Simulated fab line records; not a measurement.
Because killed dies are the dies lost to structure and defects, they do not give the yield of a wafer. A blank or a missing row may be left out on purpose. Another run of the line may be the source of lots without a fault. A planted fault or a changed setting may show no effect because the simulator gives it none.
Which tool did it? || flow sky130 || 13 lots with 39 wafers sampled at 2 steps, on a route of 708 steps

== WHAT THE GAUGES SHOWED, per wafer ==
SKY_CAPM_OVL_MEAS_12.
{"lot": "L867", "measured": "day 37 17:52", "on": "overlay-02", "CAPM_OVL (nm)": "0.2 0.0 0.8"}
{"lot": "L869", "measured": "day 38 11:52", "on": "overlay-01", "CAPM_OVL (nm)": "1.0 -0.3 -0.2"}
{"lot": "L870", "measured": "day 39 02:46", "on": "overlay-02", "CAPM_OVL (nm)": "1.1 2.0 -0.1"}
{"lot": "L871", "measured": "day 39 10:26", "on": "overlay-02", "CAPM_OVL (nm)": "-0.6 -0.9 -1.6"}
{"lot": "L872", "measured": "day 39 15:06", "on": "overlay-01", "CAPM_OVL (nm)": "0.8 -0.1 -0.3"}
{"lot": "L877", "measured": "day 40 23:54", "on": "overlay-01", "CAPM_OVL (nm)": "3.9 2.6 2.2"}
{"lot": "L882", "measured": "day 42 07:04", "on": "overlay-02", "CAPM_OVL (nm)": "-1.5 -0.7 -1.4"}
{"lot": "L881", "measured": "day 42 08:28", "on": "overlay-02", "CAPM_OVL (nm)": "-1.4 0.5 -0.8"}
{"lot": "L884", "measured": "day 43 05:25", "on": "overlay-01", "CAPM_OVL (nm)": "1.1 1.1 -0.6"}
{"lot": "L885", "measured": "day 43 10:47", "on": "overlay-01", "CAPM_OVL (nm)": "0.3 -1.2 0.5"}
{"lot": "L887", "measured": "day 43 18:55", "on": "overlay-02", "CAPM_OVL (nm)": "-0.1 -0.1 -2.4"}
{"lot": "L889", "measured": "day 44 08:25", "on": "overlay-01", "CAPM_OVL (nm)": "0.3 3.6 1.0"}
{"lot": "L890", "measured": "day 44 12:57", "on": "overlay-02", "CAPM_OVL (nm)": "0.1 -0.6 -0.1"}

== TOOL THAT RAN EACH LOT (tool first, then ch and the chambers of the sampled wafers, then the start) ==
{"lot": "L867", "SKY_METAL3_SPUTTER_01": "pvd_sputter-03, day 36 15:57"}
{"lot": "L869", "SKY_METAL3_SPUTTER_01": "pvd_sputter-02, day 37 09:26"}
{"lot": "L870", "SKY_METAL3_SPUTTER_01": "pvd_sputter-01, day 38 01:11"}
{"lot": "L871", "SKY_METAL3_SPUTTER_01": "pvd_sputter-01, day 38 09:01"}
{"lot": "L872", "SKY_METAL3_SPUTTER_01": "pvd_sputter-02, day 38 13:54"}
{"lot": "L877", "SKY_METAL3_SPUTTER_01": "pvd_sputter-02, day 39 23:16"}
{"lot": "L882", "SKY_METAL3_SPUTTER_01": "pvd_sputter-02, day 41 06:58"}
{"lot": "L881", "SKY_METAL3_SPUTTER_01": "pvd_sputter-03, day 41 08:27"}
{"lot": "L884", "SKY_METAL3_SPUTTER_01": "pvd_sputter-03, day 42 05:55"}
{"lot": "L885", "SKY_METAL3_SPUTTER_01": "pvd_sputter-02, day 42 11:40"}
{"lot": "L887", "SKY_METAL3_SPUTTER_01": "pvd_sputter-01, day 42 20:50"}
{"lot": "L889", "SKY_METAL3_SPUTTER_01": "pvd_sputter-03, day 43 09:40"}
{"lot": "L890", "SKY_METAL3_SPUTTER_01": "pvd_sputter-03, day 43 14:10"}
- SKY_METAL3_SPUTTER_01: material TiN, target thk 20 nm, time 16.7 s.

== AS READ BY THE TOOLS THEMSELVES (means over the sampled wafers that have a number; for cases with no such wafer, the mark the record gives instead) ==
SKY_METAL3_SPUTTER_01.
{"lot": "L867", "tool": "pvd_sputter-03", "throttle_valve_pct (%)": 30.5}
{"lot": "L869", "tool": "pvd_sputter-02", "throttle_valve_pct (%)": 30.9}
{"lot": "L870", "tool": "pvd_sputter-01", "throttle_valve_pct (%)": 30.4}
{"lot": "L871", "tool": "pvd_sputter-01", "throttle_valve_pct (%)": 30.9}
{"lot": "L872", "tool": "pvd_sputter-02", "throttle_valve_pct (%)": 31.4}
{"lot": "L877", "tool": "pvd_sputter-02", "throttle_valve_pct (%)": 31.2}
{"lot": "L882", "tool": "pvd_sputter-02", "throttle_valve_pct (%)": 30.4}
{"lot": "L881", "tool": "pvd_sputter-03", "throttle_valve_pct (%)": 29.7}
{"lot": "L884", "tool": "pvd_sputter-03", "throttle_valve_pct (%)": 30.1}
{"lot": "L885", "tool": "pvd_sputter-02", "throttle_valve_pct (%)": 30.1}
{"lot": "L887", "tool": "pvd_sputter-01", "throttle_valve_pct (%)": 30.3}
{"lot": "L889", "tool": "pvd_sputter-03", "throttle_valve_pct (%)": 30.0}
{"lot": "L890", "tool": "pvd_sputter-03", "throttle_valve_pct (%)": 30.5}

== THE ANSWER, worked out from the rows above alone ==
Rule: usual is defined by the lots themselves. The widest of any qualifying gaps counts: lots, ordered by their means at a reading, are off when they make up no more than a third of the lots, leave a main group of 4 or more, and stand apart from it by 3 or more times the standard deviation of that group's means. A main group whose means are all the same, to the digits that the tables above print for the reading, isn't used. A lot without any number at a reading at which 4 lots or more have one is off too. Where the step has rows for the other lots, those lots are counted as sound. After the gauges, taken in route order, come the tools' own readings; for these a lot's mean is taken, as printed above. At the first step where some lot is off, the reading lying furthest off is the one used; lots without a number count as furthest.
None of the lots is off at any reading shown; this tells nothing.

== WHAT THE SIMULATOR HAD PUT IN ==
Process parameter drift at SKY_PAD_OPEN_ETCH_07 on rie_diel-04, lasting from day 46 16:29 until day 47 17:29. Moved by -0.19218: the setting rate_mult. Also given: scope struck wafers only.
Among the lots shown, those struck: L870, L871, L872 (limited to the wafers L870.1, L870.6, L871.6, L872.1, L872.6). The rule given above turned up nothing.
